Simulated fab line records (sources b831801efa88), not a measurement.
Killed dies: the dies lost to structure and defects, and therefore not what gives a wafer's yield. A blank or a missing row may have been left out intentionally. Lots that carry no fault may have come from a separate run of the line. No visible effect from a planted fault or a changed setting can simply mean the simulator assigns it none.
A single fault, viewed from 2 desks | flow gf180mcu | each desk has only its own numbers; what lay behind them comes last

TOOL OWNER'S DESK, wetBench-02
The tool's own readings at GF_STI_WET_ETCH_26 (etches SiO2 in dHF, target depth 94 nm, time 188 s): means of the sampled wafers that have a number, for each lot that ran on this tool. If a lot's mean is further than 4 standard deviations from the usual mean, the lot is out of limits and carries the mark OUT (the distance appears in the brackets).
Columns: A = bathHeatDutyPct at GF_STI_WET_ETCH_26, usual 6.4 %; B = tempC at GF_STI_WET_ETCH_26, usual 24.99 C
lot  | first seen here | A               | B
L836 | day 2 04:02     | 6.9             | 24.87
L837 | day 2 08:46     | 6.5             | 24.93
L848 | day 4 18:46     | 10.8 (+5.2) OUT | 31.41 (+58) OUT
L850 | day 5 03:53     | 7.2             | 24.96
Finding of this desk: L848 out of limits; the first was L848 at day 4 18:46, on bathHeatDutyPct at GF_STI_WET_ETCH_26. L836, L837, L850 stayed within limits.

AT THE METROLOGY DESK
Lot by lot, what the gauges showed, no matter which tool ran the lot: averages of those sampled wafers that carry a number. If a lot's mean is further than 4 standard deviations from the usual mean, the lot is out of limits and carries the mark OUT (the distance appears in the brackets).
Columns: A = STI_OXIDATION_01_THK at GF_STI_THK_MEAS_22, usual 15.9 nm; B = STI_CVD_23_THK at GF_STI_THK_MEAS_24, usual 657 nm; C = STI_OXIDATION_02_THK at GF_STI_THK_MEAS_30, usual 9.94 nm; D = DNWELL_TW at GF_DNWELL_TW_MEAS_09, usual 1363; E = NWELL_OVL at GF_NWELL_OVL_MEAS_07, usual 0.9 nm; F = NWELL_TW at GF_NWELL_TW_MEAS_11, usual 1580
lot  | first seen here | A    | B   | C     | D    | E    | F
L836 | day 2 03:33     | 16.2 | 662 | 9.88  | 1352 | 0.4  | 1577
L837 | day 2 08:18     | 15.9 | 655 | 9.76  | 1364 | 1.2  | 1576
L848 | day 4 18:17     | 15.5 | 648 | 10.04 | 1347 | 1.6  | 1573
L849 | day 4 23:27     | 16.0 | 663 | 9.57  | 1349 | -0.1 | 1574
L850 | day 5 03:25     | 15.6 | 652 | 9.80  | 1351 | 3.3  | 1591
This desk's finding: nothing out of limits on any of the 5 lots.

ALL TOGETHER
An alarm could have come from the tool owner's desk at day 4 18:46, on L848.
From the metrology desk's view, nothing was out of limits.
The metrology desk has L848 on record, within its limits.
The lots listed all ran GF_STI_WET_ETCH_26 on wetBench-02.

WHAT THE SIMULATOR HAD INSERTED
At GF_STI_WET_ETCH_26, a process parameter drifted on wetBench-02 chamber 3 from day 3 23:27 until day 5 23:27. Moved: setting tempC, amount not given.
Struck lots among those shown: L848.
Time in hours from fault onset to the first out-of-limits reading at each desk: the tool owner's desk, 19.
